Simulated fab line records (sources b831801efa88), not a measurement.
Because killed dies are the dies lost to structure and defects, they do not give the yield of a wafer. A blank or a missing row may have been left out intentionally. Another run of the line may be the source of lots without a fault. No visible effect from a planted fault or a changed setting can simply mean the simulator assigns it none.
Split-lot study / flow sfqLine / 5 lots, 27 wafers read, on a route of 325 steps

## ABOUT THE SPLIT
At SFQ_TRILAYER_M8_DEP_EVAP_197 (material Ti, target thk 20 nm, time 100 s), the setting timeS was moved away from the recipe's 100 s on 9 of the 27 wafers read, by -58.3% to +35.9%. All remaining wafers had this setting at the recipe value.

The reading comes from the split's own step.

## THE READING
Ti_of_TRILAYER_M8_DEP_EVAP_197.thkNm (the simulator's own value, which no gauge read), in nm, at SFQ_TRILAYER_M8_DEP_EVAP_197 (material Ti, target thk 20 nm, time 100 s). No usual value for it is given in the file. The 18 wafers here that ran the recipe average 19.872 nm, standard deviation 0.19 nm.

wafer=L074.1; tool, chamber at the split=pvdSputter-01, -; timeS as run, s=100; against the recipe=recipe; Ti_of_TRILAYER_M8_DEP_EVAP_197.thkNm, nm=20.14; against lot-mates on the recipe=-
wafer=L074.2; tool, chamber at the split=pvdSputter-01, -; timeS as run, s=100; against the recipe=recipe; Ti_of_TRILAYER_M8_DEP_EVAP_197.thkNm, nm=19.74; against lot-mates on the recipe=-
wafer=L074.3; tool, chamber at the split=pvdSputter-01, -; timeS as run, s=100; against the recipe=recipe; Ti_of_TRILAYER_M8_DEP_EVAP_197.thkNm, nm=19.73; against lot-mates on the recipe=-
wafer=L074.4; tool, chamber at the split=pvdSputter-01, -; timeS as run, s=100; against the recipe=recipe; Ti_of_TRILAYER_M8_DEP_EVAP_197.thkNm, nm=19.77; against lot-mates on the recipe=-
wafer=L074.5; tool, chamber at the split=pvdSputter-01, -; timeS as run, s=100; against the recipe=recipe; Ti_of_TRILAYER_M8_DEP_EVAP_197.thkNm, nm=19.87; against lot-mates on the recipe=-
wafer=L074.6; tool, chamber at the split=pvdSputter-01, -; timeS as run, s=100; against the recipe=recipe; Ti_of_TRILAYER_M8_DEP_EVAP_197.thkNm, nm=19.91; against lot-mates on the recipe=-
wafer=L076.1; tool, chamber at the split=pvdSputter-01, -; timeS as run, s=100; against the recipe=recipe; Ti_of_TRILAYER_M8_DEP_EVAP_197.thkNm, nm=19.47; against lot-mates on the recipe=-
wafer=L076.2; tool, chamber at the split=pvdSputter-01, -; timeS as run, s=100; against the recipe=recipe; Ti_of_TRILAYER_M8_DEP_EVAP_197.thkNm, nm=19.79; against lot-mates on the recipe=-
wafer=L076.5; tool, chamber at the split=pvdSputter-01, -; timeS as run, s=100; against the recipe=recipe; Ti_of_TRILAYER_M8_DEP_EVAP_197.thkNm, nm=19.72; against lot-mates on the recipe=-
wafer=L078.1; tool, chamber at the split=pvdSputter-01, -; timeS as run, s=45.78; against the recipe=-54.2%; Ti_of_TRILAYER_M8_DEP_EVAP_197.thkNm, nm=9.27; against lot-mates on the recipe=-10.683
wafer=L078.2; tool, chamber at the split=pvdSputter-01, -; timeS as run, s=100; against the recipe=recipe; Ti_of_TRILAYER_M8_DEP_EVAP_197.thkNm, nm=20.05; against lot-mates on the recipe=-
wafer=L078.3; tool, chamber at the split=pvdSputter-01, -; timeS as run, s=45.78; against the recipe=-54.2%; Ti_of_TRILAYER_M8_DEP_EVAP_197.thkNm, nm=9.572; against lot-mates on the recipe=-10.381
wafer=L078.4; tool, chamber at the split=pvdSputter-01, -; timeS as run, s=100; against the recipe=recipe; Ti_of_TRILAYER_M8_DEP_EVAP_197.thkNm, nm=19.83; against lot-mates on the recipe=-
wafer=L078.5; tool, chamber at the split=pvdSputter-01, -; timeS as run, s=45.78; against the recipe=-54.2%; Ti_of_TRILAYER_M8_DEP_EVAP_197.thkNm, nm=9.283; against lot-mates on the recipe=-10.670
wafer=L078.6; tool, chamber at the split=pvdSputter-01, -; timeS as run, s=100; against the recipe=recipe; Ti_of_TRILAYER_M8_DEP_EVAP_197.thkNm, nm=19.98; against lot-mates on the recipe=-
wafer=L083.1; tool, chamber at the split=pvdSputter-02, -; timeS as run, s=135.9; against the recipe=+35.9%; Ti_of_TRILAYER_M8_DEP_EVAP_197.thkNm, nm=27.63; against lot-mates on the recipe=+7.500
wafer=L083.2; tool, chamber at the split=pvdSputter-02, -; timeS as run, s=135.9; against the recipe=+35.9%; Ti_of_TRILAYER_M8_DEP_EVAP_197.thkNm, nm=27.1; against lot-mates on the recipe=+6.970
wafer=L083.3; tool, chamber at the split=pvdSputter-02, -; timeS as run, s=100; against the recipe=recipe; Ti_of_TRILAYER_M8_DEP_EVAP_197.thkNm, nm=20.26; against lot-mates on the recipe=-
wafer=L083.4; tool, chamber at the split=pvdSputter-02, -; timeS as run, s=100; against the recipe=recipe; Ti_of_TRILAYER_M8_DEP_EVAP_197.thkNm, nm=20.06; against lot-mates on the recipe=-
wafer=L083.5; tool, chamber at the split=pvdSputter-02, -; timeS as run, s=135.9; against the recipe=+35.9%; Ti_of_TRILAYER_M8_DEP_EVAP_197.thkNm, nm=27.36; against lot-mates on the recipe=+7.230
wafer=L083.6; tool, chamber at the split=pvdSputter-02, -; timeS as run, s=100; against the recipe=recipe; Ti_of_TRILAYER_M8_DEP_EVAP_197.thkNm, nm=20.07; against lot-mates on the recipe=-
wafer=L084.1; tool, chamber at the split=pvdSputter-01, -; timeS as run, s=41.69; against the recipe=-58.3%; Ti_of_TRILAYER_M8_DEP_EVAP_197.thkNm, nm=8.238; against lot-mates on the recipe=-11.529
wafer=L084.2; tool, chamber at the split=pvdSputter-01, -; timeS as run, s=41.69; against the recipe=-58.3%; Ti_of_TRILAYER_M8_DEP_EVAP_197.thkNm, nm=8.082; against lot-mates on the recipe=-11.685
wafer=L084.3; tool, chamber at the split=pvdSputter-01, -; timeS as run, s=100; against the recipe=recipe; Ti_of_TRILAYER_M8_DEP_EVAP_197.thkNm, nm=19.69; against lot-mates on the recipe=-
wafer=L084.4; tool, chamber at the split=pvdSputter-01, -; timeS as run, s=41.69; against the recipe=-58.3%; Ti_of_TRILAYER_M8_DEP_EVAP_197.thkNm, nm=7.957; against lot-mates on the recipe=-11.810
wafer=L084.5; tool, chamber at the split=pvdSputter-01, -; timeS as run, s=100; against the recipe=recipe; Ti_of_TRILAYER_M8_DEP_EVAP_197.thkNm, nm=19.79; against lot-mates on the recipe=-
wafer=L084.6; tool, chamber at the split=pvdSputter-01, -; timeS as run, s=100; against the recipe=recipe; Ti_of_TRILAYER_M8_DEP_EVAP_197.thkNm, nm=19.82; against lot-mates on the recipe=-

FIT RESULTS
A straight line over all 27 wafers: Ti_of_TRILAYER_M8_DEP_EVAP_197.thkNm changes by +0.201 nm for each +1% of timeS; r = +1.00; the points scatter about the line by 0.24 nm.
The same after taking each lot's own level away (the mean of its wafers on the recipe; 27 wafers): +0.199 nm for each +1%; r = +1.00; scatter 0.16 nm.
On that fit, the largest move of timeS shifts the reading by 12 nm.
From 19.6600 to 20.1300 nm: that is the span of the lots' own levels, equal to 2.5 times the standard deviation above.
The two slopes agree, so the slope changes little with the lot-to-lot level.
Check: -11.6 nm against its lot-mates is what the line predicts for one of the wafers moved furthest among these (-58.3%) when that wafer is left out of the fit. It came out at -11.5 nm against them.

## THE OTHER SPLITS THESE WAFERS WENT THROUGH
These wafers also went through other splits before the reading. Each is held against what the fit with the lots' levels taken away leaves over:
other split on the same wafers=SFQ_TRILAYER_M3_ETCH_METAL_ETCH_078 timeS; wafers away from the commonest value=9; r with Ti_of_TRILAYER_M8_DEP_EVAP_197.thkNm (lot level and that fit taken away)=-0.01
other split on the same wafers=SFQ_TRILAYER_M4_ETCH_METAL_ETCH_096 timeS; wafers away from the commonest value=6; r with Ti_of_TRILAYER_M8_DEP_EVAP_197.thkNm (lot level and that fit taken away)=+0.20
other split on the same wafers=SFQ_TRILAYER_R5_DEP_SPUTTER_133 timeS; wafers away from the commonest value=12; r with Ti_of_TRILAYER_M8_DEP_EVAP_197.thkNm (lot level and that fit taken away)=+0.05
other split on the same wafers=SFQ_TRILAYER_A5C_DEP_PECVD_142 timeS; wafers away from the commonest value=12; r with Ti_of_TRILAYER_M8_DEP_EVAP_197.thkNm (lot level and that fit taken away)=-0.24
other split on the same wafers=SFQ_TRILAYER_I6_DEP_PECVD_165 timeS; wafers away from the commonest value=9; r with Ti_of_TRILAYER_M8_DEP_EVAP_197.thkNm (lot level and that fit taken away)=+0.29
other split on the same wafers=SFQ_TRILAYER_M7_DEP_SPUTTER_175 timeS; wafers away from the commonest value=12; r with Ti_of_TRILAYER_M8_DEP_EVAP_197.thkNm (lot level and that fit taken away)=+0.31

## THE FILE'S OWN FIT
Ti_of_TRILAYER_M8_DEP_EVAP_197.thkNm changes by +0.198 nm for each +1% of timeS, r = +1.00.
